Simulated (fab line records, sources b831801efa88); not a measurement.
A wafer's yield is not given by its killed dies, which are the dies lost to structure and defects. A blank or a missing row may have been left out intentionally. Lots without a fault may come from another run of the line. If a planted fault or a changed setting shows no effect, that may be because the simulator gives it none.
What tool caused it?    flow sky130    30 wafers from 10 lots sampled at 5 of the route's 708 steps

== WHAT THE GAUGES READ, wafer by wafer ==
SKY_VT_ADJUST_LVTN_OVL_MEAS_07. Usual: VT_ADJUST_LVTN_OVL typically reads -0.4 nm, with standard deviation 1.4.
lot   measured      on          VT_ADJUST_LVTN_OVL (nm)  flag
L804  day 7 19:25   overlay-02  -4.7 -3.0 -3.4           
L806  day 8 13:44   overlay-02  0.9 0.0 0.4              
L808  day 8 22:00   overlay-01  -0.7 -0.1 1.8            
L809  day 9 06:13   overlay-02  -0.3 0.3 -0.3            
L810  day 9 12:34   overlay-02  - - -                    OFF
L812  day 9 23:19   overlay-01  -1.5 1.0 -1.0            
L819  day 12 01:27  overlay-02  -1.3 -0.3 1.1            
L820  day 12 09:21  overlay-01  -2.4 -2.9 -1.0           
L821  day 12 10:34  overlay-01  2.0 1.8 0.6              
L822  day 12 16:31  overlay-01  0.8 -0.2 -1.6            

SKY_VT_ADJUST_LVTN_TW_MEAS_10. Usual: VT_ADJUST_LVTN_TW typically reads 243.0, with standard deviation 1.4.
lot   measured      on             VT_ADJUST_LVTN_TW  flag
L804  day 7 19:43   film_metro-01  243.3 242.6 242.3  
L806  day 8 14:02   film_metro-03  243.7 244.1 244.9  
L808  day 8 22:17   film_metro-03  242.8 244.5 244.3  
L809  day 9 06:30   film_metro-04  242.2 242.9 241.7  
L810  day 9 12:51   film_metro-03  30.2 30.0 30.0     OFF
L812  day 9 23:37   film_metro-03  241.8 241.8 242.7  
L819  day 12 01:44  film_metro-04  245.5 244.5 245.2  
L820  day 12 09:38  film_metro-04  243.9 245.4 244.5  
L821  day 12 10:51  film_metro-04  246.4 244.6 245.6  
L822  day 12 16:49  film_metro-04  243.2 244.2 243.8  

== WHICH TOOL RAN EACH LOT (tool, then ch and the chambers of the sampled wafers, then the start) ==
lot   SKY_DNWELL_STRIP_08                  SKY_VT_ADJUST_LVTN_EXPOSE_04         SKY_VT_ADJUST_LVTN_STRIP_09
L804  plasma_asher-01 ch 0,1, day 4 00:45  iline_stepper-01 ch 0, day 7 10:14   plasma_asher-01 ch 0,1, day 7 19:37
L806  plasma_asher-02 ch 0,1, day 4 14:42  iline_stepper-01 ch 0, day 8 03:48   plasma_asher-01 ch 0,1, day 8 13:56
L808  plasma_asher-03 ch 0,1, day 4 22:27  iline_stepper-01 ch 0, day 8 12:04   plasma_asher-03 ch 0,1, day 8 22:11
L809  plasma_asher-02 ch 0,1, day 5 04:24  iline_stepper-02 ch 0, day 8 19:30   plasma_asher-02 ch 0,1, day 9 06:23
L810  plasma_asher-03 ch 0,1, day 5 10:00  iline_stepper-02 ch 0, day 9 02:16   plasma_asher-03 ch 0,1, day 9 12:45
L812  plasma_asher-03 ch 0,1, day 5 18:27  iline_stepper-01 ch 0, day 9 12:44   plasma_asher-01 ch 0,1, day 9 23:31
L819  plasma_asher-02 ch 0, day 7 10:49    iline_stepper-02 ch 0, day 11 13:27  plasma_asher-01 ch 1, day 12 01:38
L820  plasma_asher-03 ch 0,1, day 7 16:59  iline_stepper-01 ch 0, day 11 21:31  plasma_asher-03 ch 0,1, day 12 09:32
L821  plasma_asher-03 ch 0,1, day 7 19:42  iline_stepper-02 ch 0, day 11 22:31  plasma_asher-02 ch 0,1, day 12 10:45
L822  plasma_asher-01 ch 0,1, day 8 01:47  iline_stepper-02 ch 0, day 12 05:37  plasma_asher-03 ch 0, day 12 16:42
- SKY_DNWELL_STRIP_08: strips in O2/N2.
- SKY_VT_ADJUST_LVTN_EXPOSE_04: exposes mask NWM COMPLEMENT LESS NATIVE, target cd 840 nm.
- SKY_VT_ADJUST_LVTN_STRIP_09: strips in O2/N2.

== AS READ BY THE TOOLS THEMSELVES (means over the sampled wafers that have a number; for cases with no such wafer, the mark the record gives instead) ==
SKY_DNWELL_STRIP_08. Usual: drypump_motor_current_A 5.9 A, standard deviation 0.37; oes_product_au 0.723 a.u., standard deviation 0.0043; strip_time_to_endpoint_s 36.97 s, standard deviation 0.1.
lot   tool             drypump_motor_current_A (A)  oes_product_au (a.u.)  strip_time_to_endpoint_s (s)  flag
L804  plasma_asher-01  6.3                          0.726                  36.99                         
L806  plasma_asher-02  5.4                          0.725                  36.84                         
L808  plasma_asher-03  6.0                          0.723                  37.14                         
L809  plasma_asher-02  5.4                          0.730                  37.01                         
L810  plasma_asher-03  6.0                          0.721                  37.02                         
L812  plasma_asher-03  6.0                          0.720                  36.90                         
L819  plasma_asher-02  5.2                          0.718                  37.12                         
L820  plasma_asher-03  6.0                          0.724                  36.86                         
L821  plasma_asher-03  6.0                          0.723                  37.01                         
L822  plasma_asher-01  6.3                          0.721                  36.91                         

SKY_VT_ADJUST_LVTN_EXPOSE_04. Usual: 22.98 C for reticle_temp_C, sd 0.1.
lot   tool              reticle_temp_C (C)  flag
L804  iline_stepper-01  22.95               
L806  iline_stepper-01  22.94               
L808  iline_stepper-01  23.04               
L809  iline_stepper-02  23.03               
L810  iline_stepper-02  23.01               
L812  iline_stepper-01  23.00               
L819  iline_stepper-02  22.95               
L820  iline_stepper-01  23.01               
L821  iline_stepper-02  23.01               
L822  iline_stepper-02  22.88               

SKY_VT_ADJUST_LVTN_STRIP_09. Usual: drypump_motor_current_A 6.0 A, standard deviation 0.4; oes_product_au 0.722 a.u., standard deviation 0.0045; strip_time_to_endpoint_s 36.96 s, standard deviation 0.11.
lot   tool             drypump_motor_current_A (A)  oes_product_au (a.u.)  strip_time_to_endpoint_s (s)  flag
L804  plasma_asher-01  6.0                          0.724                  36.91                         
L806  plasma_asher-01  6.0                          0.720                  36.93                         
L808  plasma_asher-03  6.0                          0.726                  36.91                         
L809  plasma_asher-02  5.3                          0.727                  37.02                         
L810  plasma_asher-03  6.0                          0.717                  37.12                         
L812  plasma_asher-01  6.2                          0.718                  36.94                         
L819  plasma_asher-01  6.5                          0.723                  37.08                         
L820  plasma_asher-03  6.0                          0.717                  36.77                         
L821  plasma_asher-02  5.4                          0.717                  36.88                         
L822  plasma_asher-03  6.0                          0.719                  36.98                         

== THE ANSWER, worked out from the rows above alone ==
Rule: a lot is off if the mean of its wafers that have a number lies more than 3 standard deviations from the usual mean. Also off: a lot with no number at a reading for which 4 or more lots have one. Any other lot the step has rows for is counted as sound. First the gauges in route order, then the tools' own readings, where a lot's mean is used as printed above. The first step at which some lot is off is used, and at that step the reading that is off furthest; a lot without a number counts as furthest.
Off: L810, at SKY_VT_ADJUST_LVTN_OVL_MEAS_07 (VT_ADJUST_LVTN_OVL). Without a number there: L810.
A tool fits if, at a process step before that reading, it ran every lot that is off, and no sound lot after the first of them. Not tried: the gauges at SKY_VT_ADJUST_LVTN_OVL_MEAS_07; whatever is off there is also off at SKY_VT_ADJUST_LVTN_TW_MEAS_10, on other tools, and gauge error can't account for it. Not one of the candidates tried fits.

== WHAT THE SIMULATOR HAD INSERTED ==
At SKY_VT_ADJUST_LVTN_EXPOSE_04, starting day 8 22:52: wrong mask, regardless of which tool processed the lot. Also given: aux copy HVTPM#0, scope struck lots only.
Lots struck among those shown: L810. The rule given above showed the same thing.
